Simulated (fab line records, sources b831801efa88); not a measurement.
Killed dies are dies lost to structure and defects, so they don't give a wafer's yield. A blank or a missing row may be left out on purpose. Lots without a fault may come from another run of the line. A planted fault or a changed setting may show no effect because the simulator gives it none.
A struck lot beside a sound one | flow sky130 | 44 steps out of a route of 708
Sound: wafers L481.1, L481.3, L481.5. Struck: wafers L502.2, L502.3, L502.6. The cause comes at the end.
At each step with rows: each side's tool, then ch and its chambers, then its first start. Under that, the readings that differ: sound wafers | struck wafers | difference of the means | sigmas: that difference in standard deviations of wafers without a fault.
alike: readings whose means differ by less than 2 such deviations, and words and numbers that are the same on both sides. not compared: withheld readings, readings that some wafer has no value for, bounds like >300 that may hide the same value, and numbers for which the record gives no deviation and whose values overlap.
The two part at a step that has a row with sigmas, a row that says differs or no value, or rows on one side only. Numbers that don't overlap but have no deviation are shown without sigmas and don't part them. A reading that every wafer of one side lacks parts them only if that side has two wafers or more.

first, 5 steps without rows for these wafers: SKY_FIELD_ISO_WET_ETCH_18 (etches Si3N4 in H3PO4, target depth 25 nm, time 286 s); SKY_FIELD_ISO_CLEAN_19 (cleans in SC1/SC2, time 150 s); SKY_FIELD_ISO_CLEAN_20 (cleans in dHF, time 20 s); SKY_FIELD_ISO_WET_ETCH_21 (etches SiO2 in dHF, target depth 20 nm, time 400 s); SKY_FIELD_ISO_OXIDATION_22 (stabilise 600 s, purge 300 s, target thk 10 nm).
SKY_FIELD_ISO_THK_MEAS_23:
  sound on film_metro-02, day 2 20:11; struck on film_metro-03, day 7 10:02
  alike: FIELD_ISO_OXIDATION_01_THK
then, 1 step without rows for these wafers: SKY_FIELD_ISO_CVD_24 (deposits SiO2, target thk 595 nm, time 99.2 s).
SKY_FIELD_ISO_THK_MEAS_25:
  sound on film_metro-01, day 2 20:19; struck on film_metro-01, day 7 10:10
  alike: FIELD_ISO_CVD_24_THK
then, 1 step without rows for these wafers: SKY_FIELD_ISO_ANNEAL_26 (time 1800 s).
SKY_FIELD_ISO_CMP_27: polishes, stops on Si3N4, t overpolish 16 s, target thk 457.8 nm.
  sound on cmp-01 ch 0,3, day 2 21:52; struck on cmp-01 ch 0,1, day 7 12:21
  alike: motor_current_A, overpolish_run_s, time_to_endpoint_s
then, 2 steps without rows for these wafers: SKY_FIELD_ISO_WET_ETCH_28 (etches SiO2 in dHF, target depth 23.7 nm, time 47 s); SKY_FIELD_ISO_WET_ETCH_29 (etches Si3N4 in H3PO4, target depth 160 nm, time 1825 s).
SKY_FIELD_ISO_WET_ETCH_30: etches SiO2 in dHF, target depth 25 nm, time 50 s.
  sound on wet_bench-01 ch 1, day 2 22:44; struck on wet_bench-01 ch 0, day 7 13:14
  reading                                    | sound             | struck            | difference | sigmas
  run_length_s (s)                           | 81.4 81.4 81.4    | 51.7 51.7 51.7    | -29.7      | -10
  model.SiO2_of_FIELD_ISO_CVD_24.thk_nm (nm) | 403.9 406.7 407.2 | 416.3 416.2 417.4 | +10.7      |
then, 2 steps without rows for these wafers: SKY_NWELL_CLEAN_00 (cleans in SC1/SC2, time 150 s); SKY_NWELL_OXIDATION_01 (stabilise 600 s, purge 300 s, target thk 10 nm).
SKY_NWELL_THK_MEAS_02:
  sound on film_metro-04, day 3 02:07; struck on film_metro-03, day 7 15:39
  reading                  | sound             | struck         | difference | sigmas
  NWELL_OXIDATION_THK (nm) | 10.03 10.12 10.16 | 9.50 9.64 9.74 | -0.48      | -2
then, 8 steps without rows for these wafers: SKY_DNWELL_DEHYDRATE_00 (time 60 s); SKY_DNWELL_HMDS_01 (prime time 60 s); SKY_DNWELL_COAT_02 (resist thk 3000 nm); SKY_DNWELL_SOFTBAKE_03; SKY_DNWELL_EXPOSE_04 (exposes mask DNM, target cd 3000 nm); SKY_DNWELL_PEB_05; SKY_DNWELL_DEVELOP_06 (develop time 60 s); SKY_DNWELL_IMPLANT_07.
SKY_DNWELL_STRIP_08: strips in O2/N2.
  sound on plasma_asher-03 ch 0,1, day 3 18:13; struck on plasma_asher-02 ch 0,1, day 8 11:34
  alike: drypump_motor_current_A, oes_product_au, strip_time_to_endpoint_s
  not compared: rf_hours_counter_h
SKY_DNWELL_TW_MEAS_09:
  sound on film_metro-04, day 3 18:19; struck on film_metro-03, day 8 11:41
  alike: DNWELL_TW
then, 7 steps without rows for these wafers: SKY_PWDE_DEHYDRATE_00 (time 60 s); SKY_PWDE_HMDS_01 (prime time 60 s); SKY_PWDE_COAT_02 (resist thk 3000 nm); SKY_PWDE_SOFTBAKE_03; SKY_PWDE_EXPOSE_04 (exposes mask PWDEM, target cd 840 nm); SKY_PWDE_PEB_05; SKY_PWDE_DEVELOP_06 (develop time 60 s).
SKY_PWDE_OVL_MEAS_07:
  sound on overlay-02, day 4 10:28; struck on overlay-01, day 9 09:40
  alike: PWDE_OVL
then, 1 step without rows for these wafers: SKY_PWDE_IMPLANT_08.
SKY_PWDE_STRIP_09: strips in O2/N2.
  sound on plasma_asher-01 ch 0,1, day 4 10:39; struck on plasma_asher-03 ch 1, day 9 09:51
  alike: drypump_motor_current_A, oes_product_au, strip_time_to_endpoint_s
  not compared: rf_hours_counter_h
SKY_PWDE_TW_MEAS_10:
  sound on film_metro-02, day 4 10:45; struck on film_metro-03, day 9 09:58
  alike: PWDE_TW
then, 5 steps without rows for these wafers: SKY_NWELL_DEHYDRATE_03 (time 60 s); SKY_NWELL_HMDS_04 (prime time 60 s); SKY_NWELL_COAT_05 (resist thk 2947 nm); SKY_NWELL_SOFTBAKE_06; SKY_NWELL_EXPOSE_07 (exposes mask NWM, target cd 840 nm).
-- the record jumps here: 26 days lie between the struck wafers' starts before and after (it left off in module NWELL and takes up again in module SALICIDE, whose first step shown is number 361 of the route) --
SKY_SALICIDE_CLEAN_00: cleans in HF-last, time 30 s.
  sound on wet_bench-04 ch 2, day 28 22:40; struck on wet_bench-04 ch 1, day 35 07:13
  reading                                    | sound             | struck            | difference | sigmas
  model.SiO2_of_FIELD_ISO_CVD_24.thk_nm (nm) | 357.4 360.2 360.5 | 369.6 369.6 370.7 | +10.6      |
-- the record jumps here: 16 days lie between the struck wafers' starts before and after (it left off in module SALICIDE and takes up again in module PAD_OPEN, whose first step shown is number 708 of the route) --
SKY_PAD_OPEN_PROBE_99:
  sound on prober-01, day 46 12:35; struck on prober-02, day 50 20:17
  reading                                   | sound                         | struck                        | difference | sigmas
  model.etest.res_p_drift_20v.line_ohm_um   | 1.116e+04 1.201e+04 1.118e+04 | 1.698e+04 1.654e+04 1.756e+04 | +5.577e+03 |
  model.etest.res_p_drift_20v.rs_ohm_sq     | 9310 9851 9428                | 1.434e+04 1.413e+04 1.475e+04 | +4.877e+03 |
  model.etest.pfet_16v.r_on_ohm_um          | 1.495e+04 1.536e+04 1.487e+04 | 1.567e+04 1.55e+04 1.571e+04  | +5.667e+02 |
  model.etest.cap_li_to_poly.c_af_um2       | 94.83 98.42 94.83             | 98.61 99.31 101.1             | +3.65      |
  model.etest.cap_poly_to_well.c_af_um2     | 93.04 91.47 94.43             | 91.23 90.68 90.05             | -2.33      |
  model.etest.field_p.vt_v (V)              | -40.44 -42.2 -40.43           | -44.16 -43.61 -44.33          | -3.01      |
  model.etest.field_n.vt_v (V)              | 35.56 36.47 35.44             | 36.56 36.51 36.6              | +0.73      |
  model.etest.sram_nfet_pass.off_log10_a_um | -12.4 -12.68 -12.6            | -12.95 -13.09 -12.89          | -0.42      |
  alike: killed_at_M0_to_M3, killed_at_M4_up, killed_at_contacts, killed_at_front_end, killed_at_other, killed_dies, killed_open, killed_short

WHERE THEY PART
First at SKY_FIELD_ISO_WET_ETCH_30; last, within this record, at SKY_NWELL_THK_MEAS_02. Later steps at which nothing parts them and some readings are alike: SKY_DNWELL_STRIP_08, SKY_DNWELL_TW_MEAS_09, SKY_PWDE_OVL_MEAS_07, SKY_PWDE_STRIP_09, SKY_PWDE_TW_MEAS_10, SKY_PAD_OPEN_PROBE_99.

WHY: what the simulator had put in
Process parameter drift: wet_bench-01, from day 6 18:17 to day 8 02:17, at SKY_FIELD_ISO_WET_ETCH_30. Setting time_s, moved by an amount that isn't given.
